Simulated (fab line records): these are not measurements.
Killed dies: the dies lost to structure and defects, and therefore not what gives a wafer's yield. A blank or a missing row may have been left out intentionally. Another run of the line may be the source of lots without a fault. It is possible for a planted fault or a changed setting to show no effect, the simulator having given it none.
What tool caused it?    flow gf180mcu    13 lots, 39 wafers sampled, at 1 step of a route of 602

== WHAT THE GAUGES SHOWED, per wafer ==
GF_VT_IMPLANT_TW_MEAS_10. Usual: VT_IMPLANT_TW typically reads 565, with standard deviation 5.
lot   measured      on             VT_IMPLANT_TW  flag
L839  day 5 21:35   film metro-04  571 566 568    
L843  day 6 22:16   film metro-03  561 562 560    
L844  day 7 04:20   film metro-04  571 576 571    
L846  day 7 18:14   film metro-01  560 559 562    
L847  day 8 00:17   film metro-01  561 562 557    
L848  day 8 06:33   film metro-03  563 562 564    
L854  day 9 17:28   film metro-01  559 565 562    
L855  day 9 22:47   film metro-01  561 563 563    
L857  day 10 13:14  film metro-01  561 564 563    
L858  day 10 17:50  film metro-04  574 572 572    
L859  day 10 23:23  film metro-01  567 563 563    
L860  day 11 06:16  film metro-04  575 570 574    
L861  day 11 14:01  film metro-04  569 575 569    

== EACH LOT AND THE TOOL THAT RAN IT (in order: tool; ch and the chambers of the sampled wafers; start) ==
The record holds no process step before these readings.

== AS READ BY THE TOOLS THEMSELVES (means over the sampled wafers that have a number; for cases with no such wafer, the mark the record gives instead) ==
The record holds no such reading with a usual standard deviation.

== THE ANSWER, worked out from the rows above alone ==
Rule: take the mean of a lot's wafers that have a number; if it is more than 3 standard deviations from the usual mean, the lot is off. Also off: a lot with no number at a reading for which 4 or more lots have one. Any other lot the step has rows for is counted as sound. Order of review: gauges by route order, followed by the tools' own readings, for which a lot's mean as printed above is used. At the first step where some lot is off, the reading lying furthest off is the one used; lots without a number count as furthest.
No lot is off on any of the readings shown, so nothing can be concluded from this.

== WHAT WAS PUT IN BY THE SIMULATOR ==
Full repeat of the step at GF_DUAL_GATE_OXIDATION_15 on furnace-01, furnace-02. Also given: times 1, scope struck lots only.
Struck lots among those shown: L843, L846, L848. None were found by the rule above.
